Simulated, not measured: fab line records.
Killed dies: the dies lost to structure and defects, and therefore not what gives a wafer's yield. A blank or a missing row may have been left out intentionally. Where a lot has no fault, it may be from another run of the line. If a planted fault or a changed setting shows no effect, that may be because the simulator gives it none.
The tool behind it: which one? | flow sky130 | 12 lots, 36 wafers sampled, at 3 steps of a route of 708

WHAT THE GAUGES SHOWED, per wafer
SKY_CAPM_RS_MEAS_03: uses a four-point probe to measure.
lot  | measured     | on            | CAPM_TIN_RS (ohm/sq)
L075 | day 37 10:50 | film metro-01 | 6.92 6.90 6.90
L077 | day 37 21:06 | film metro-03 | 6.83 6.87 6.79
L079 | day 38 12:04 | film metro-03 | 7.06 7.01 6.97
L081 | day 39 07:55 | film metro-01 | 6.93 6.98 6.98
L083 | day 39 19:27 | film metro-01 | 6.98 6.90 6.93
L085 | day 40 15:35 | film metro-01 | 6.96 6.99 7.02
L087 | day 41 02:40 | film metro-01 | 6.96 6.95 6.92
L089 | day 41 08:43 | film metro-01 | 6.85 6.85 6.84
L091 | day 41 12:28 | film metro-01 | 6.82 6.84 6.84
L093 | day 42 08:33 | film metro-04 | 6.85 6.83 6.88
L096 | day 42 18:22 | film metro-04 | 6.81 6.78 6.82
L097 | day 43 10:21 | film metro-04 | 6.87 6.89 6.88

EACH LOT AND THE TOOL THAT RAN IT (in order: tool; ch and the chambers of the sampled wafers; start)
lot  | SKY_VIA1_CMP_24               | SKY_METAL3_SPUTTER_04
L075 | cmp-02 ch 1,2,3, day 35 01:36 | pvd sputter-04, day 37 10:35
L077 | cmp-02 ch 0,1, day 35 13:16   | pvd sputter-03, day 37 20:48
L079 | cmp-02 ch 0,1,3, day 36 04:08 | pvd sputter-04, day 38 11:49
L081 | cmp-02 ch 0,1,3, day 37 00:44 | pvd sputter-03, day 39 07:40
L083 | cmp-01 ch 2,3, day 37 13:25   | pvd sputter-03, day 39 19:10
L085 | cmp-01 ch 0,1,3, day 38 11:35 | pvd sputter-04, day 40 15:18
L087 | cmp-02 ch 0,1,2, day 38 22:14 | pvd sputter-04, day 41 02:25
L089 | cmp-01 ch 0,2,3, day 39 04:00 | pvd sputter-04, day 41 08:28
L091 | cmp-02 ch 0,1,2, day 39 08:55 | pvd sputter-03, day 41 12:14
L093 | cmp-01 ch 0,2, day 40 03:56   | pvd sputter-01, day 42 08:19
L096 | cmp-01 ch 1,2,3, day 40 14:09 | pvd sputter-03, day 42 18:06
L097 | cmp-02 ch 0,3, day 41 07:27   | pvd sputter-01, day 43 10:07
- SKY_VIA1_CMP_24: polishes, stops on SiO2, t overpolish 15 s, target thk 0 nm.
- SKY_METAL3_SPUTTER_04: material TiN, target thk 70 nm, time 58.3 s.

THE ANSWER, worked out from the rows above alone
Rule: the lots themselves supply what counts as usual. Put in order of their means at a reading, lots are off if they are a third of the lots or fewer, leave a main group of 4 or more, and stand apart from it by a gap of 3 or more times the standard deviation of the main group's means; of several such gaps the widest counts. If all means in a main group match to the digits the tables above print for the reading, that group is not used. Also off: a lot with no number at a reading for which 4 or more lots have one. Where the step has rows for the other lots, those lots are counted as sound.
No lot is off at any reading shown: from this, nothing can be told.

WHAT THE SIMULATOR HAD INSERTED
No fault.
